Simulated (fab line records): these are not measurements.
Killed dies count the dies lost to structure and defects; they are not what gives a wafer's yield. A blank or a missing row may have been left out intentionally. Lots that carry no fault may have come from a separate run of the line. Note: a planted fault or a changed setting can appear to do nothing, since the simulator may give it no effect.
Which of the tools did it? / flow sky130 / 10 lots with 30 wafers sampled at 5 steps, on a route of 708 steps

== WHAT EACH GAUGE READ, for each wafer ==
SKY_CAP2M_RS_MEAS_03: the measuring method here is four-point-probe. Usual: CAP2M_TIN_RS 6.89 ohm/sq, standard deviation 0.073.
lot=L791; measured=day 39 05:01; on=film metro-01; CAP2M_TIN_RS (ohm/sq)=6.81 6.85 6.87; flag=
lot=L796; measured=day 41 05:08; on=film metro-02; CAP2M_TIN_RS (ohm/sq)=6.77 6.75 6.83; flag=
lot=L797; measured=day 41 05:58; on=film metro-01; CAP2M_TIN_RS (ohm/sq)=6.83 6.87 6.80; flag=
lot=L799; measured=day 41 19:58; on=film metro-01; CAP2M_TIN_RS (ohm/sq)=6.84 5.10 6.93 6.85 5.10 6.92; flag=OFF
lot=L800; measured=day 42 06:27; on=film metro-04; CAP2M_TIN_RS (ohm/sq)=6.85 5.13 6.88 6.86 5.13 6.87; flag=OFF
lot=L801; measured=day 42 11:07; on=film metro-01; CAP2M_TIN_RS (ohm/sq)=6.81 6.83 6.85; flag=
lot=L808; measured=day 45 01:56; on=film metro-02; CAP2M_TIN_RS (ohm/sq)=6.94 6.89 6.96; flag=
lot=L809; measured=day 45 07:09; on=film metro-02; CAP2M_TIN_RS (ohm/sq)=6.91 6.89 6.90; flag=
lot=L810; measured=day 45 11:07; on=film metro-01; CAP2M_TIN_RS (ohm/sq)=6.83 6.81 6.87; flag=
lot=L814; measured=day 47 07:19; on=film metro-02; CAP2M_TIN_RS (ohm/sq)=6.77 6.89 6.96; flag=

SKY_CAP2M_THK_MEAS_04: measures by xrf. Usual: CAP2M_TIN_THK 197.8 nm, standard deviation 2.1.
lot=L791; measured=day 39 05:08; on=film metro-01; CAP2M_TIN_THK (nm)=200.2 199.7 198.5; flag=
lot=L796; measured=day 41 05:16; on=film metro-02; CAP2M_TIN_THK (nm)=200.4 200.8 198.7; flag=
lot=L797; measured=day 41 06:05; on=film metro-01; CAP2M_TIN_THK (nm)=198.9 198.2 199.7; flag=
lot=L799; measured=day 42 02:23; on=film metro-01; CAP2M_TIN_THK (nm)=199.4 266.5 197.3 198.5 266.2 197.5; flag=OFF
lot=L800; measured=day 42 08:06; on=film metro-04; CAP2M_TIN_THK (nm)=200.3 265.6 199.2 199.5 266.8 199.2; flag=OFF
lot=L801; measured=day 42 11:13; on=film metro-01; CAP2M_TIN_THK (nm)=200.5 199.9 199.4; flag=
lot=L808; measured=day 45 02:02; on=film metro-02; CAP2M_TIN_THK (nm)=195.9 198.0 195.2; flag=
lot=L809; measured=day 45 07:15; on=film metro-02; CAP2M_TIN_THK (nm)=198.7 198.8 198.0; flag=
lot=L810; measured=day 45 11:13; on=film metro-01; CAP2M_TIN_THK (nm)=200.6 200.5 199.3; flag=
lot=L814; measured=day 47 07:26; on=film metro-02; CAP2M_TIN_THK (nm)=199.3 197.7 195.1; flag=

== TOOL THAT RAN EACH LOT (tool first, then ch and the chambers of the sampled wafers, then the start) ==
lot=L791; SKY_VIA1_CVD_21=cvd w-02 ch 0,1, day 33 10:04; SKY_METAL3_SPUTTER_00=pvd sputter-01, day 35 19:02; SKY_CAP2M_SPUTTER_02=pvd sputter-02, day 39 04:55
lot=L796; SKY_VIA1_CVD_21=cvd w-01 ch 1, day 35 13:34; SKY_METAL3_SPUTTER_00=pvd sputter-01, day 37 21:40; SKY_CAP2M_SPUTTER_02=pvd sputter-02, day 41 05:02
lot=L797; SKY_VIA1_CVD_21=cvd w-02 ch 0,1, day 35 15:33; SKY_METAL3_SPUTTER_00=pvd sputter-02, day 37 22:51; SKY_CAP2M_SPUTTER_02=pvd sputter-01, day 41 05:51
lot=L799; SKY_VIA1_CVD_21=cvd w-01 ch 0,1, day 36 04:52; SKY_METAL3_SPUTTER_00=pvd sputter-04, day 38 12:56; SKY_CAP2M_SPUTTER_02=pvd sputter-02, day 41 19:50
lot=L800; SKY_VIA1_CVD_21=cvd w-01 ch 0,1, day 36 16:28; SKY_METAL3_SPUTTER_00=pvd sputter-02, day 38 23:39; SKY_CAP2M_SPUTTER_02=pvd sputter-02, day 42 06:19
lot=L801; SKY_VIA1_CVD_21=cvd w-01 ch 0, day 36 22:43; SKY_METAL3_SPUTTER_00=pvd sputter-02, day 39 05:44; SKY_CAP2M_SPUTTER_02=pvd sputter-01, day 42 10:59
lot=L808; SKY_VIA1_CVD_21=cvd w-01 ch 0,1, day 39 19:22; SKY_METAL3_SPUTTER_00=pvd sputter-02, day 42 00:10; SKY_CAP2M_SPUTTER_02=pvd sputter-01, day 45 01:48
lot=L809; SKY_VIA1_CVD_21=cvd w-02 ch 0,1, day 40 03:05; SKY_METAL3_SPUTTER_00=pvd sputter-04, day 42 07:55; SKY_CAP2M_SPUTTER_02=pvd sputter-02, day 45 07:00
lot=L810; SKY_VIA1_CVD_21=cvd w-01 ch 0,1, day 40 07:32; SKY_METAL3_SPUTTER_00=pvd sputter-04, day 42 12:16; SKY_CAP2M_SPUTTER_02=pvd sputter-01, day 45 10:58
lot=L814; SKY_VIA1_CVD_21=cvd w-02 ch 0,1, day 42 12:13; SKY_METAL3_SPUTTER_00=pvd sputter-02, day 44 12:31; SKY_CAP2M_SPUTTER_02=pvd sputter-01, day 47 07:13
- SKY_VIA1_CVD_21: deposits W, target thk 270 nm, time 80.902 s.
- SKY_METAL3_SPUTTER_00: material Ti, target thk 15 nm, time 10 s.
- SKY_CAP2M_SPUTTER_02: material TiN, target thk 200 nm, time 166.7 s.

== WHAT THE TOOLS THEMSELVES READ (means of the sampled wafers that have a number; where no wafer has one, the mark that the record gives instead) ==
SKY_VIA1_CVD_21. Usual: heater power w at 911 W, with a standard deviation of 82.
lot=L791; tool=cvd w-02; heater power w (W)=841; flag=
lot=L796; tool=cvd w-01; heater power w (W)=950; flag=
lot=L797; tool=cvd w-02; heater power w (W)=845; flag=
lot=L799; tool=cvd w-01; heater power w (W)=989; flag=
lot=L800; tool=cvd w-01; heater power w (W)=978; flag=
lot=L801; tool=cvd w-01; heater power w (W)=1008; flag=
lot=L808; tool=cvd w-01; heater power w (W)=888; flag=
lot=L809; tool=cvd w-02; heater power w (W)=842; flag=
lot=L810; tool=cvd w-01; heater power w (W)=906; flag=
lot=L814; tool=cvd w-02; heater power w (W)=802; flag=

SKY_METAL3_SPUTTER_00. Usual: throttle valve pct at 30.0 %, with a standard deviation of 1.1.
lot=L791; tool=pvd sputter-01; throttle valve pct (%)=29.8; flag=
lot=L796; tool=pvd sputter-01; throttle valve pct (%)=30.4; flag=
lot=L797; tool=pvd sputter-02; throttle valve pct (%)=29.3; flag=
lot=L799; tool=pvd sputter-04; throttle valve pct (%)=30.2; flag=
lot=L800; tool=pvd sputter-02; throttle valve pct (%)=29.9; flag=
lot=L801; tool=pvd sputter-02; throttle valve pct (%)=29.5; flag=
lot=L808; tool=pvd sputter-02; throttle valve pct (%)=29.9; flag=
lot=L809; tool=pvd sputter-04; throttle valve pct (%)=29.2; flag=
lot=L810; tool=pvd sputter-04; throttle valve pct (%)=30.0; flag=
lot=L814; tool=pvd sputter-02; throttle valve pct (%)=29.9; flag=

SKY_CAP2M_SPUTTER_02. Usual: throttle valve pct at 30.0 %, with a standard deviation of 1.1.
lot=L791; tool=pvd sputter-02; throttle valve pct (%)=30.1; flag=
lot=L796; tool=pvd sputter-02; throttle valve pct (%)=29.8; flag=
lot=L797; tool=pvd sputter-01; throttle valve pct (%)=30.5; flag=
lot=L799; tool=pvd sputter-02; throttle valve pct (%)=29.6; flag=
lot=L800; tool=pvd sputter-02; throttle valve pct (%)=29.6; flag=
lot=L801; tool=pvd sputter-01; throttle valve pct (%)=29.7; flag=
lot=L808; tool=pvd sputter-01; throttle valve pct (%)=31.2; flag=
lot=L809; tool=pvd sputter-02; throttle valve pct (%)=29.8; flag=
lot=L810; tool=pvd sputter-01; throttle valve pct (%)=29.9; flag=
lot=L814; tool=pvd sputter-01; throttle valve pct (%)=31.2; flag=

== THE ANSWER, worked out from the rows above alone ==
Rule: take the mean of a lot's wafers that have a number; if it is more than 3 standard deviations from the usual mean, the lot is off. A lot without any number at a reading at which 4 lots or more have one is off too. Where the step has rows for the other lots, those lots are counted as sound. After the gauges, taken in route order, come the tools' own readings; for these a lot's mean is taken, as printed above. The first step at which some lot is off is used, and at that step the reading that is off furthest; a lot without a number counts as furthest.
Off: at SKY_CAP2M_RS_MEAS_03 (CAP2M_TIN_RS), L799, L800.
A tool fits if, at a process step before that reading, it ran every lot that is off, and no sound lot after the first of them. Those tools and the gauges at SKY_CAP2M_RS_MEAS_03 are tried in the same way. Not one of the candidates tried fits.

== WHAT WAS PUT IN BY THE SIMULATOR ==
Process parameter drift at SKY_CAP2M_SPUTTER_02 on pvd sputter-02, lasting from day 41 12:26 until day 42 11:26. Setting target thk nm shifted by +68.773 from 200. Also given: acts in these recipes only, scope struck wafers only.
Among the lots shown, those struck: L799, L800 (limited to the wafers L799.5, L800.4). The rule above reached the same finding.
